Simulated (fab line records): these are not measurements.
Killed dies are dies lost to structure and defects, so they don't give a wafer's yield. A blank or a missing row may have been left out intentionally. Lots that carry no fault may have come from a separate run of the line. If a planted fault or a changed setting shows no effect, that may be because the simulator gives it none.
Problem report in the 8D (eight disciplines) form, filled by code	flow sky130	the parts of the form that need people (team, actions taken, sign-off) are left out

== 1. THE ISSUE ==
Wafers free of any fault read 1428 (standard deviation 17) for LDD_HVN_TW at SKY_LDD_HVN_TW_MEAS_10, against a mean of 357 on 3 wafers of 2 lots. That is -63 standard deviations from the usual mean.
Earliest sighting: wafer L794.5 on filmMetro-03 at day 26 14:07. Wafers with a number at this step in the record: 42, from 14 lots. By rule, "out" or "out of limits" means more than 4 standard deviations away from the usual mean. The rest of the wafers with a number are treated as sound.

== 2. WHAT IT IS AND WHAT IT IS NOT ==
question	is	is not
which readings at this step	LDD_HVN_TW	-
which lots	L794, L795	L779, L782, L784, L786, L788, L789, L790, L791, L792, L793, L797, L801
which wafers of those lots	L794.5, L794.6, L795.6	L794.3, L795.1, L795.2
read on which gauges	filmMetro-01, filmMetro-03	filmMetro-02
when	from day 26 14:07	up to then (31 sound wafers); but 8 sound wafers of L795, L797, L801 came after

== 3. WHAT RULES OUT EACH SUSPECT ==
Counting: any tool at a process step up to the reading remains a suspect provided it ran every lot that is out. Sound lots after the first of them don't rule it out here, since some wafers of a struck lot are sound.
- the gauge at SKY_LDD_HVN_TW_MEAS_10 has been ruled out. The wafers that are out were read on 2 gauges (filmMetro-01, filmMetro-03).
- lithoTrack-03 at SKY_LDD_HVN_DEVELOP_06 (develop time 60 s): kept. Ran every lot that is out, first one L794 (day 26 13:43); last sound lot up to then L793 (day 26 07:58).
Remaining after the count: lithoTrack-03 at SKY_LDD_HVN_DEVELOP_06.

== 4. THE CAUSE (what the simulator had put in) ==
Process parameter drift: lithoTrack-03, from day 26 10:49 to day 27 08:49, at SKY_LDD_HVN_DEVELOP_06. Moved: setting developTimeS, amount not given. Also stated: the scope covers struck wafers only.
The count eliminated every tool but this one.

== 5. SEQUENCE OF EFFECTS, ordered by route ==
Rows list readings where the struck wafers' mean (over those with a number) sits beyond 3 standard deviations from the usual. Only readings for which the record gives a usual standard deviation are gone through. hours: the time from each lot's start at the first step in this table that gives one to its start at this step, as a median over the lots. sigmas: the change in usual standard deviations.
hours	step	reading	usual	on struck wafers	change	sigmas
0	SKY_LDD_HVN_TW_MEAS_10	LDD_HVN_TW	1428	357	-1071	-63

== 6. HOW IT WOULD HAVE BEEN CAUGHT EARLIER ==
The first out-of-limits reading at a measuring or inspecting step in this record came at day 26 14:07, 3 hours after the fault's start at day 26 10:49.
Among the 2 lots that are out, L795 began SKY_LDD_HVN_DEVELOP_06 on lithoTrack-03 after day 26 14:07. Had the tool been put on hold then, it would have been spared.
